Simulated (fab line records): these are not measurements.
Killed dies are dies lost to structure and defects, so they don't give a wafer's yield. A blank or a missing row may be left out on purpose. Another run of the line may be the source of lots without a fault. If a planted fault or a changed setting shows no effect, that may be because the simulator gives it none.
What tool caused it? + flow gf180mcu + 39 wafers from 13 lots sampled at 5 of the route's 602 steps

== WHAT EACH GAUGE READ, for each wafer ==
GF_M4_OVL_MEAS_15.
| lot  | measured     | on         | M4_OVL (nm) |
|------|--------------|------------|-------------|
| L940 | day 23 08:50 | overlay-02 | 2 4 -5      |
| L942 | day 23 22:29 | overlay-02 | -3 1 -4     |
| L944 | day 24 21:06 | overlay-02 | 0 -1 -8     |
| L948 | day 26 02:48 | overlay-02 | -4 -10 -4   |
| L949 | day 26 14:08 | overlay-01 | -4 -4 -10   |
| L950 | day 26 20:58 | overlay-02 | 0 0 0       |
| L951 | day 27 02:49 | overlay-02 | -7 -5 2     |
| L952 | day 27 09:46 | overlay-02 | 0 0 -1      |
| L953 | day 27 18:13 | overlay-01 | -7 -8 -7    |
| L954 | day 27 23:14 | overlay-02 | -5 -1 -4    |
| L959 | day 29 11:42 | overlay-01 | 5 -1 8      |
| L962 | day 30 08:47 | overlay-02 | 6 -2 -1     |
| L963 | day 30 16:24 | overlay-02 | -12 -1 4    |

GF_V4_THK_MEAS_03.
| lot  | measured     | on            | V4_CVD_02_THK (nm) |
|------|--------------|---------------|--------------------|
| L940 | day 23 10:05 | film-metro-04 | 828 829 835        |
| L942 | day 23 23:23 | film-metro-04 | 858 865 852        |
| L944 | day 24 22:00 | film-metro-04 | 845 850 867        |
| L948 | day 26 03:42 | film-metro-04 | 841 837 847        |
| L949 | day 26 15:05 | film-metro-03 | 831 852 848        |
| L950 | day 26 21:56 | film-metro-03 | 863 861 863        |
| L951 | day 27 03:44 | film-metro-02 | 852 875 869        |
| L952 | day 27 10:43 | film-metro-02 | 840 847 855        |
| L953 | day 27 19:08 | film-metro-04 | 856 845 857        |
| L954 | day 28 00:14 | film-metro-02 | 846 854 855        |
| L959 | day 29 12:37 | film-metro-04 | 855 864 869        |
| L962 | day 30 09:41 | film-metro-03 | 826 824 841        |
| L963 | day 30 17:18 | film-metro-02 | 846 860 845        |

GF_V4_CD_MEAS_14: the cd target is 260 nm.
| lot  | measured     | on        | cd-nm (nm)        |
|------|--------------|-----------|-------------------|
| L940 | day 24 08:45 | cd-sem-02 | 258.9 260.9 260.9 |
| L942 | day 24 21:42 | cd-sem-02 | 258.3 258.5 259.5 |
| L944 | day 25 19:16 | cd-sem-01 | 260.7 260.6 259.5 |
| L948 | day 27 00:31 | cd-sem-01 | 259.0 258.6 259.5 |
| L949 | day 27 12:32 | cd-sem-02 | 259.8 259.1 258.9 |
| L950 | day 27 18:54 | cd-sem-01 | 258.8 258.0 259.1 |
| L951 | day 27 23:36 | cd-sem-01 | 260.8 261.4 262.3 |
| L952 | day 28 07:08 | cd-sem-01 | 246.9 248.3 247.3 |
| L953 | day 28 15:32 | cd-sem-01 | 248.1 246.8 247.7 |
| L954 | day 28 20:34 | cd-sem-01 | 249.5 250.6 248.6 |
| L959 | day 30 07:47 | cd-sem-02 | 261.3 261.7 261.1 |
| L962 | day 31 04:35 | cd-sem-01 | 260.3 259.8 260.1 |
| L963 | day 31 11:25 | cd-sem-01 | 259.7 259.9 260.5 |

== WHICH TOOL RAN EACH LOT (tool, then ch and the chambers of the sampled wafers, then the start) ==
| lot  | GF_M4_STRIP_17                       | GF_V4_PEB_12                      |
|------|--------------------------------------|-----------------------------------|
| L940 | plasma-asher-01 ch 0,1, day 23 09:01 | litho-track-01 ch 0, day 24 08:24 |
| L942 | plasma-asher-01 ch 0,1, day 23 22:39 | litho-track-01 ch 0, day 24 21:21 |
| L944 | plasma-asher-01 ch 0,1, day 24 21:16 | litho-track-04 ch 0, day 25 18:55 |
| L948 | plasma-asher-04 ch 0,1, day 26 02:58 | litho-track-04 ch 0, day 27 00:10 |
| L949 | plasma-asher-01 ch 0, day 26 14:17   | litho-track-02 ch 0, day 27 12:12 |
| L950 | plasma-asher-01 ch 0,1, day 26 21:08 | litho-track-02 ch 0, day 27 18:35 |
| L951 | plasma-asher-02 ch 0,1, day 27 02:59 | litho-track-01 ch 0, day 27 23:15 |
| L952 | plasma-asher-02 ch 0,1, day 27 09:56 | litho-track-02 ch 0, day 28 06:48 |
| L953 | plasma-asher-01 ch 0,1, day 27 18:23 | litho-track-02 ch 0, day 28 15:12 |
| L954 | plasma-asher-01 ch 1, day 27 23:25   | litho-track-02 ch 0, day 28 20:13 |
| L959 | plasma-asher-01 ch 0,1, day 29 11:53 | litho-track-01 ch 0, day 30 07:28 |
| L962 | plasma-asher-04 ch 0,1, day 30 08:57 | litho-track-04 ch 0, day 31 04:14 |
| L963 | plasma-asher-01 ch 0,1, day 30 16:34 | litho-track-04 ch 0, day 31 11:04 |
- GF_M4_STRIP_17: strips in O2/N2.
- GF_V4_PEB_12: peb time 90 s.

== AS READ BY THE TOOLS THEMSELVES (means over the sampled wafers that have a number; for cases with no such wafer, the mark the record gives instead) ==
GF_M4_STRIP_17.
| lot  | tool            | drypump-motor-current-A (A) | heater-power-w (W) | oes-product-au (a.u.) | strip-time-to-endpoint-s (s) |
|------|-----------------|-----------------------------|--------------------|-----------------------|------------------------------|
| L940 | plasma-asher-01 | 6.1                         | 320                | 0.540                 | 7.41                         |
| L942 | plasma-asher-01 | 6.1                         | 323                | 0.532                 | 7.32                         |
| L944 | plasma-asher-01 | 5.6                         | 323                | 0.543                 | 7.41                         |
| L948 | plasma-asher-04 | 5.1                         | 314                | 0.535                 | 7.35                         |
| L949 | plasma-asher-01 | 6.6                         | 308                | 0.538                 | 7.41                         |
| L950 | plasma-asher-01 | 5.7                         | 325                | 0.541                 | 7.44                         |
| L951 | plasma-asher-02 | 5.5                         | 295                | 0.534                 | 7.35                         |
| L952 | plasma-asher-02 | 5.4                         | 294                | 0.539                 | 7.42                         |
| L953 | plasma-asher-01 | 5.7                         | 323                | 0.540                 | 7.41                         |
| L954 | plasma-asher-01 | 5.3                         | 332                | 0.535                 | 7.39                         |
| L959 | plasma-asher-01 | 5.7                         | 330                | 0.540                 | 7.43                         |
| L962 | plasma-asher-04 | 5.0                         | 333                | 0.531                 | 7.46                         |
| L963 | plasma-asher-01 | 5.7                         | 325                | 0.539                 | 7.39                         |

GF_V4_PEB_12.
| lot  | tool           | heater-power-total-W (W) |
|------|----------------|--------------------------|
| L940 | litho-track-01 | 85.75                    |
| L942 | litho-track-01 | 85.71                    |
| L944 | litho-track-04 | 85.64                    |
| L948 | litho-track-04 | 85.73                    |
| L949 | litho-track-02 | 85.68                    |
| L950 | litho-track-02 | 85.68                    |
| L951 | litho-track-01 | 85.76                    |
| L952 | litho-track-02 | 98.26                    |
| L953 | litho-track-02 | 98.29                    |
| L954 | litho-track-02 | 98.22                    |
| L959 | litho-track-01 | 85.74                    |
| L962 | litho-track-04 | 85.71                    |
| L963 | litho-track-04 | 85.83                    |

== THE ANSWER, worked out from the rows above alone ==
Rule: the lots themselves supply what counts as usual. The widest of any qualifying gaps counts: lots, ordered by their means at a reading, are off when they make up no more than a third of the lots, leave a main group of 4 or more, and stand apart from it by 3 or more times the standard deviation of that group's means. If all means in a main group match to the digits the tables above print for the reading, that group is not used. A lot without any number at a reading at which 4 lots or more have one is off too. All remaining lots with rows at the step are treated as sound. After the gauges, taken in route order, come the tools' own readings; for these a lot's mean is taken, as printed above. At the first step where some lot is off, the reading lying furthest off is the one used; lots without a number count as furthest.
Off, at GF_V4_CD_MEAS_14 on cd-nm: L952, L953, L954. Mean 259.9 nm and standard deviation 0.95 in the main group.
If a tool, at a process step before that reading, ran all the lots that are off and no sound lot after the first of them, it fits. Not tried: the gauges at GF_V4_CD_MEAS_14; whatever is off there is also off at GF_V4_PEB_12, on other tools, and gauge error can't account for it. One candidate fits, namely litho-track-02 at GF_V4_PEB_12. Its last sound lot is L950 (day 27 18:35), its first lot that is off L952 (day 28 06:48): a fault that began between those two fits.
The tool's own readings at GF_V4_PEB_12 bear it out: on the lots that are off they differ by more than 5 times the standard deviation of the sound lots' means. heater-power-total-W reads 98.26 W there against 85.72 W on the sound lots.

== WHAT THE SIMULATOR HAD INSERTED ==
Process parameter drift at GF_V4_PEB_12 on litho-track-02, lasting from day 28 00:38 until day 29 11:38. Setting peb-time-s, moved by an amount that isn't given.
Lots struck among those shown: L952, L953, L954. This agrees with what the rule above found.
